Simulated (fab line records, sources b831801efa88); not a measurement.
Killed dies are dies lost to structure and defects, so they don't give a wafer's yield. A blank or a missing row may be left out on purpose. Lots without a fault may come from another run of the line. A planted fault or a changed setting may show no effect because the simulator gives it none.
Which tool was responsible? | flow sky130 | 12 lots with 36 wafers sampled at 5 steps, on a route of 708 steps

WHAT EACH GAUGE READ, for each wafer
SKY_NWELL_TW_MEAS_26.
lot  | measured     | on            | NWELL_2_TW
L250 | day 5 23:28  | film metro-02 | 499 497 497
L251 | day 6 02:00  | film metro-02 | 495 501 499
L254 | day 6 23:09  | film metro-02 | 496 499 497
L255 | day 7 01:07  | film metro-04 | 486 484 485
L256 | day 7 06:44  | film metro-04 | 486 486 487
L257 | day 7 12:21  | film metro-01 | 493 494 494
L258 | day 7 18:31  | film metro-01 | 493 490 491
L259 | day 7 23:43  | film metro-04 | 486 485 484
L262 | day 8 18:08  | film metro-04 | 492 489 491
L264 | day 9 06:06  | film metro-04 | 858 859 862
L266 | day 10 00:27 | film metro-01 | 867 872 866
L270 | day 10 19:46 | film metro-04 | 488 490 485

SKY_NWELL_RS_MEAS_31: a four-point-probe measurement.
lot  | measured     | on            | PWDE_RS (ohm/sq)
L250 | day 5 23:55  | film metro-01 | 5280 5247 5286
L251 | day 6 02:27  | film metro-01 | 5279 5278 5273
L254 | day 6 23:36  | film metro-01 | 5267 5276 5260
L255 | day 7 01:34  | film metro-02 | 5271 5279 5277
L256 | day 7 07:11  | film metro-01 | 5291 5291 5273
L257 | day 7 12:48  | film metro-04 | 5282 5290 5309
L258 | day 7 18:58  | film metro-02 | 5313 5295 5298
L259 | day 8 00:11  | film metro-02 | 5280 5290 5272
L262 | day 8 18:37  | film metro-02 | 5288 5287 5288
L264 | day 9 06:34  | film metro-02 | 5294 5282 5291
L266 | day 10 00:54 | film metro-02 | 5278 5280 5278
L270 | day 10 20:14 | film metro-02 | 5300 5318 5298

SKY_VT_ADJUST_HVTP_CD_MEAS_07: the cd target is 380 nm.
lot  | measured     | on        | cd nm (nm)
L250 | day 6 18:13  | cd sem-01 | 381.4 380.3 382.4
L251 | day 6 20:29  | cd sem-02 | 378.7 378.4 378.3
L254 | day 7 19:14  | cd sem-02 | 383.9 382.2 383.2
L255 | day 7 21:04  | cd sem-01 | 379.9 376.9 379.5
L256 | day 8 03:18  | cd sem-02 | 377.1 378.3 375.4
L257 | day 8 09:06  | cd sem-02 | 377.2 375.4 376.2
L258 | day 8 15:04  | cd sem-01 | 376.3 376.5 377.5
L259 | day 8 20:03  | cd sem-02 | 381.0 383.4 379.1
L262 | day 9 14:25  | cd sem-01 | 380.9 381.1 379.0
L264 | day 10 03:14 | cd sem-02 | 380.5 378.3 376.8
L266 | day 10 23:42 | cd sem-02 | 378.8 378.8 380.5
L270 | day 11 19:39 | cd sem-01 | 376.1 374.3 377.0

WHICH TOOL RAN EACH LOT (tool, then ch and the chambers of the sampled wafers, then the start)
lot  | SKY_FIELD_ISO_ETCH_15             | SKY_NWELL_IMPLANT_24
L250 | rie diel-01 ch 0,1,3, day 2 16:29 | implanter-02 ch 0, day 5 23:13
L251 | rie diel-03 ch 0,1,2, day 2 20:23 | implanter-03 ch 0, day 6 01:45
L254 | rie diel-01 ch 1,2,3, day 3 13:35 | implanter-02 ch 0, day 6 22:54
L255 | rie diel-04 ch 0,1,3, day 3 17:08 | implanter-04 ch 0, day 7 00:53
L256 | rie diel-01 ch 0,2, day 3 23:22   | implanter-02 ch 0, day 7 06:29
L257 | rie diel-03 ch 0,1,2, day 4 03:07 | implanter-03 ch 0, day 7 12:06
L258 | rie diel-01 ch 0,1,2, day 4 08:02 | implanter-04 ch 0, day 7 18:16
L259 | rie diel-03 ch 0,1,2, day 4 14:23 | implanter-02 ch 0, day 7 23:30
L262 | rie diel-01 ch 0,1,3, day 5 05:22 | implanter-02 ch 0, day 8 17:56
L264 | rie diel-04 ch 0,2,3, day 5 15:50 | implanter-02 ch 0, day 9 05:52
L266 | rie diel-01 ch 1,2,3, day 6 02:31 | implanter-02 ch 0, day 10 00:12
L270 | rie diel-03 ch 0,3, day 6 22:32   | implanter-03 ch 0, day 10 19:32
- SKY_FIELD_ISO_ETCH_15: etches the open film in CHF3/O2, stops on Si, target depth 180 nm, time 72 s.
- SKY_NWELL_IMPLANT_24

WHAT THE TOOLS THEMSELVES READ (means of the sampled wafers that have a number; where no wafer has one, the mark that the record gives instead)
SKY_FIELD_ISO_ETCH_15.
lot  | tool        | drypump motor current A (A) | oes product au (a.u.) | throttle valve pct (%)
L250 | rie diel-01 | 5.9                         | 0.937                 | 8.839
L251 | rie diel-03 | 5.6                         | 0.940                 | 8.846
L254 | rie diel-01 | 5.8                         | 0.946                 | 8.846
L255 | rie diel-04 | 5.1                         | 0.935                 | 8.839
L256 | rie diel-01 | 5.7                         | 0.940                 | 8.845
L257 | rie diel-03 | 5.7                         | 0.941                 | 8.836
L258 | rie diel-01 | 5.5                         | 0.941                 | 8.847
L259 | rie diel-03 | 5.6                         | 0.936                 | 8.844
L262 | rie diel-01 | 5.9                         | 0.940                 | 8.828
L264 | rie diel-04 | 5.5                         | 0.939                 | 8.841
L266 | rie diel-01 | 5.7                         | 0.946                 | 8.832
L270 | rie diel-03 | 6.4                         | 0.937                 | 8.848

SKY_NWELL_IMPLANT_24.
lot  | tool         | dose ions cm2 | faraday current uA
L250 | implanter-02 | 9.2e+12       | 52.0
L251 | implanter-03 | 9.2e+12       | 52.2
L254 | implanter-02 | 9.2e+12       | 53.9
L255 | implanter-04 | 9.2e+12       | 52.1
L256 | implanter-02 | 9.2e+12       | 52.3
L257 | implanter-03 | 9.2e+12       | 51.2
L258 | implanter-04 | 9.2e+12       | 51.7
L259 | implanter-02 | 9.2e+12       | 51.8
L262 | implanter-02 | 9.2e+12       | 51.7
L264 | implanter-02 | 5.6e+13       | 314.7
L266 | implanter-02 | 5.6e+13       | 320.7
L270 | implanter-03 | 9.2e+12       | 53.0

THE ANSWER, worked out from the rows above alone
Rule: usual is defined by the lots themselves. Put in order of their means at a reading, lots are off if they are a third of the lots or fewer, leave a main group of 4 or more, and stand apart from it by a gap of 3 or more times the standard deviation of the main group's means; of several such gaps the widest counts. A main group whose means are all the same, to the digits that the tables above print for the reading, isn't used. A lot without any number at a reading at which 4 lots or more have one is off too. All remaining lots with rows at the step are treated as sound. First the gauges in route order, then the tools' own readings, where a lot's mean is used as printed above. At the first step where some lot is off, the reading lying furthest off is the one used; lots without a number count as furthest.
Off: at SKY_NWELL_TW_MEAS_26 (NWELL_2_TW), L264, L266. For the main group the mean is 491 and the standard deviation 5.
A tool fits if, at a process step before that reading, it ran every lot that is off, and no sound lot after the first of them. The gauges at SKY_NWELL_TW_MEAS_26 aren't tried: what is off there is off at SKY_NWELL_IMPLANT_24 too, on other tools, and a gauge's error can't cause that. One fits: SKY_NWELL_IMPLANT_24 on implanter-02. Its last sound lot is L262 (day 8 17:56), its first lot that is off L264 (day 9 05:52): a fault that began between those two fits.
The tool's own readings at SKY_NWELL_IMPLANT_24 bear it out: on the lots that are off they differ by more than 5 times the standard deviation of the sound lots' means. dose ions cm2 reads 5.6e+13 there against 9.2e+12 on the sound lots; faraday current uA reads 317.7 there against 52.2 on the sound lots.

WHAT THE SIMULATOR PUT IN
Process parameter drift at SKY_NWELL_IMPLANT_24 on implanter-02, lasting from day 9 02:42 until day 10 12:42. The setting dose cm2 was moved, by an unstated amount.
Lots struck among those shown: L264, L266. The same result came from the rule above.
